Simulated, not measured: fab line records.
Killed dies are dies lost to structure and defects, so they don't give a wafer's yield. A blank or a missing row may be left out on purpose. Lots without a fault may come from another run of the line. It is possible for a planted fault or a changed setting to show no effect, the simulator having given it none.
Comparing a struck lot with a sound one    flow sky130    43 steps out of a route of 708
Sound: the wafers L451.2, L451.3, L451.4. The struck wafers were L461.2, L461.3, L461.4. The cause is named last.
Order at every step that has rows: each side's tool, ch and its chambers, its first start. Under that, the readings that differ: sound wafers    struck wafers    difference of the means    sigmas: that difference in standard deviations of wafers without a fault.
alike: readings whose means differ by less than 2 such deviations, and words and numbers that are the same on both sides. not compared: withheld readings, readings that some wafer has no value for, bounds like >300 that may hide the same value, and numbers for which the record gives no deviation and whose values overlap.
The two part at a step that has a row with sigmas, a row that says differs or no value, or rows on one side only. Numbers that have no deviation but don't overlap get no sigmas and don't part them. A reading that every wafer of one side lacks parts them only if that side has two wafers or more.

first, 8 steps without rows for these wafers: SKY_VIA3_DEHYDRATE_04 (time 60 s); SKY_VIA3_HMDS_05 (prime time 60 s); SKY_VIA3_COAT_06 (resist thk 60 nm); SKY_VIA3_COAT_07 (resist thk 450 nm); SKY_VIA3_SOFTBAKE_08 (time 90 s); SKY_VIA3_EXPOSE_09 (exposes mask VIM3, target cd 200 nm); SKY_VIA3_PEB_10; SKY_VIA3_DEVELOP_11 (develop time 60 s).
SKY_VIA3_CD_MEAS_12: the cd target is 200 nm.
  struck on cd sem-02, day 42 22:39; sound on cd sem-02, day 40 03:41
  alike: cd nm
SKY_VIA3_OVL_MEAS_13:
  struck on overlay-01, day 42 22:46; sound on overlay-02, day 40 03:47
  alike: VIA3_OVL
then, 2 steps without rows for these wafers: SKY_VIA3_ETCH_14 (etches BARC in N2/H2, stops on SiO2, time 45.9 s, target depth 60 nm); SKY_VIA3_ETCH_15 (etches SiO2 in C4F8/O2/Ar, stops on TiN, target depth 507 nm, time 78 s).
SKY_VIA3_STRIP_16: strips in O2/N2.
  sound on plasma asher-04 ch 0,1, day 40 03:56; struck on plasma asher-04 ch 0,1, day 42 22:53
  alike: drypump motor current A, oes product au, strip time to endpoint s
  not compared: rf hours counter h
then, 3 steps without rows for these wafers: SKY_VIA3_STRIP_17 (strips in post etch residue remover, time 1200 s); SKY_VIA3_CLEAN_18 (cleans in IPA, time 180 s); SKY_VIA3_CLEAN_19 (cleans in O3/DIW).
SKY_VIA3_SPUTTER_20: material TiN, target thk 20 nm, time 80 s.
  struck on pvd sputter-01, day 42 23:55; sound on pvd sputter-01, day 40 04:40
  alike: throttle valve pct
then, 1 step without rows for these wafers: SKY_VIA3_CVD_21 (deposits W, target thk 390 nm, time 117.31 s).
SKY_VIA3_RS_MEAS_22: measures by four-point-probe.
  struck on film metro-02, day 43 00:07; sound on film metro-04, day 40 04:52
  alike: VIA3_W_RS
SKY_VIA3_THK_MEAS_23: measures by xrf.
  struck on film metro-02, day 43 00:14; sound on film metro-04, day 40 04:59
  alike: VIA3_W_THK
then, 3 steps without rows for these wafers: SKY_VIA3_CMP_24 (polishes, stops on SiO2, t overpolish 20 s, target thk 0 nm); SKY_METAL4_SPUTTER_00 (material Ti, target thk 15 nm, time 10 s); SKY_METAL4_SPUTTER_01 (material TiN, target thk 20 nm, time 16.7 s).
SKY_METAL4_SPUTTER_02: material AlCu, target thk 735 nm, time 39.1 s.
  struck on pvd sputter-02, day 43 00:38; sound on pvd sputter-01, day 40 05:23
  alike: throttle valve pct
SKY_METAL4_SPUTTER_03: material Ti, target thk 5 nm, time 3.3 s.
  struck on pvd sputter-02, day 43 00:40; sound on pvd sputter-01, day 40 05:25
  alike: throttle valve pct
then, 1 step without rows for these wafers: SKY_METAL4_SPUTTER_04 (material TiN, target thk 70 nm, time 58.3 s).
SKY_CAP2M_CVD_00: deposits SiO2, target thk 15.5 nm.
  sound on pecvd-03 ch 0,1, day 40 05:29; struck on pecvd-03 ch 0,1,2, day 43 00:44
  alike: heater power w
SKY_CAP2M_THK_MEAS_01:
  struck on film metro-04, day 43 00:46; sound on film metro-04, day 40 05:31
  alike: CAP2M_CVD_00_THK
then, 1 step without rows for these wafers: SKY_CAP2M_SPUTTER_02 (material TiN, target thk 200 nm, time 166.7 s).
SKY_CAP2M_RS_MEAS_03: measures by four-point-probe.
  struck on film metro-01, day 43 00:57; sound on film metro-02, day 40 05:42
  alike: CAP2M_TIN_RS
SKY_CAP2M_THK_MEAS_04: measures by xrf.
  struck on film metro-01, day 43 01:04; sound on film metro-02, day 40 05:49
  alike: CAP2M_TIN_THK
then, 7 steps without rows for these wafers: SKY_CAP2M_DEHYDRATE_05 (time 60 s); SKY_CAP2M_HMDS_06 (prime time 60 s); SKY_CAP2M_COAT_07 (resist thk 1140 nm); SKY_CAP2M_SOFTBAKE_08 (time 60 s); SKY_CAP2M_EXPOSE_09 (exposes mask CAP2M, target cd 1000 nm); SKY_CAP2M_PEB_10; SKY_CAP2M_DEVELOP_11 (develop time 60 s).
SKY_CAP2M_OVL_MEAS_12:
  struck on overlay-02, day 43 23:59; sound on overlay-01, day 41 05:50
  alike: CAP2M_OVL
then, 1 step without rows for these wafers: SKY_CAP2M_METAL_ETCH_13 (etches TiN in Cl2/BCl3, stops on SiO2, target depth 220 nm, time 62.9 s).
SKY_CAP2M_STRIP_14: strips in O2/N2.
  sound on plasma asher-02 ch 0,1, day 41 05:56; struck on plasma asher-04 ch 0,1, day 44 00:06
  alike: drypump motor current A, oes product au, strip time to endpoint s
  not compared: rf hours counter h
then, 1 step without rows for these wafers: SKY_CAP2M_STRIP_15 (strips in post etch residue remover, time 1200 s).
-- the record jumps here: 5 days lie between the struck wafers' starts before and after (it left off in module CAP2M and takes up again in module PAD_OPEN, whose first step shown is number 708 of the route) --
SKY_PAD_OPEN_PROBE_99:
  struck on prober-01, day 48 17:59; sound on prober-01, day 46 07:30
reading                                sound              struck                                                                      difference                    sigmas
hold                                   - - -              await dispo/6.2h/release await dispo/6.2h/release await dispo/6.2h/release  no value on the sound wafers  
defect limited yield (%)               82.3 82.1 84.8     83.7 72.6 79.5                                                              -4.5                          -2
killed_at_M0_to_M3                     47 31 38           51 95 62                                                                    +31                           +4
killed dies                            87 88 75           80 135 101                                                                  +22                           +2
sort_bin_3_pad_short (%)               1.0 1.0 2.0        2.2 3.7 2.4                                                                 +1.4                          +3
sort_bin_5_function (%)                11.0 10.8 7.7      8.9 18.3 12.6                                                               +3.4                          +3
sort n pass                            405 404 417        412 357 391                                                                 -22                           -2
sort yield pct (%)                     82.3 82.1 84.8     83.7 72.6 79.5                                                              -4.5                          -2
model.etest.tester.sort_bin_3_pct (%)  1.016 1.016 2.033  2.236 3.659 2.439                                                           +1.423                        
  alike: killed_at_M4_up, killed at contacts, killed at front end, killed at other, killed open, killed short, sort_bin_6_memory
  not compared: model.etest.tester.sort n pass, model.etest.tester.sort yield pct, model.etest.tester.sort_bin_5_pct

WHERE THEY PART
Only at SKY_PAD_OPEN_PROBE_99, as far as this record shows.

WHY: what the simulator had put in
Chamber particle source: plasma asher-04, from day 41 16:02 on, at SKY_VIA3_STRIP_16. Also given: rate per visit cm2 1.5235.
